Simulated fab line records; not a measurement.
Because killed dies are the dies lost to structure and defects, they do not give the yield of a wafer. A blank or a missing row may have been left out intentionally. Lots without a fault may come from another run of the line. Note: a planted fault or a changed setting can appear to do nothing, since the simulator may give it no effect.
Which tool was responsible? || flow gf180mcu || route of 602 steps, sampled at 1 step: 6 lots, 18 wafers

== WHAT THE GAUGES SHOWED, per wafer ==
GF_V2_CD_MEAS_14: target cd 260 nm.
{"lot": "L645", "measured": "day 20 12:20", "on": "cd-sem-02", "cd-nm (nm)": "259.8 260.9 261.0"}
{"lot": "L650", "measured": "day 22 22:18", "on": "cd-sem-02", "cd-nm (nm)": "258.4 258.0 259.3"}
{"lot": "L653", "measured": "day 24 14:01", "on": "cd-sem-02", "cd-nm (nm)": "260.3 260.9 259.8"}
{"lot": "L656", "measured": "day 25 12:13", "on": "cd-sem-02", "cd-nm (nm)": "259.1 260.5 259.0"}
{"lot": "L662", "measured": "day 26 19:03", "on": "cd-sem-01", "cd-nm (nm)": "260.1 259.1 259.2"}
{"lot": "L666", "measured": "day 27 17:42", "on": "cd-sem-01", "cd-nm (nm)": "261.4 261.8 261.6"}

== WHAT TOOL EACH LOT RAN ON (gives the tool, then ch and the chambers of the sampled wafers, and finally the start) ==
Before these readings, the record contains no process step.

== THE ANSWER, worked out from the rows above alone ==
Rule: usual is defined by the lots themselves. Put in order of their means at a reading, lots are off if they are a third of the lots or fewer, leave a main group of 4 or more, and stand apart from it by a gap of 3 or more times the standard deviation of the main group's means; of several such gaps the widest counts. The tables above print the reading to a certain number of digits; a main group whose means all agree to those digits is not used. A lot without any number at a reading at which 4 lots or more have one is off too. Any other lot the step has rows for is counted as sound.
None of the lots is off at any reading shown; this tells nothing.

== WHAT THE SIMULATOR HAD PUT IN ==
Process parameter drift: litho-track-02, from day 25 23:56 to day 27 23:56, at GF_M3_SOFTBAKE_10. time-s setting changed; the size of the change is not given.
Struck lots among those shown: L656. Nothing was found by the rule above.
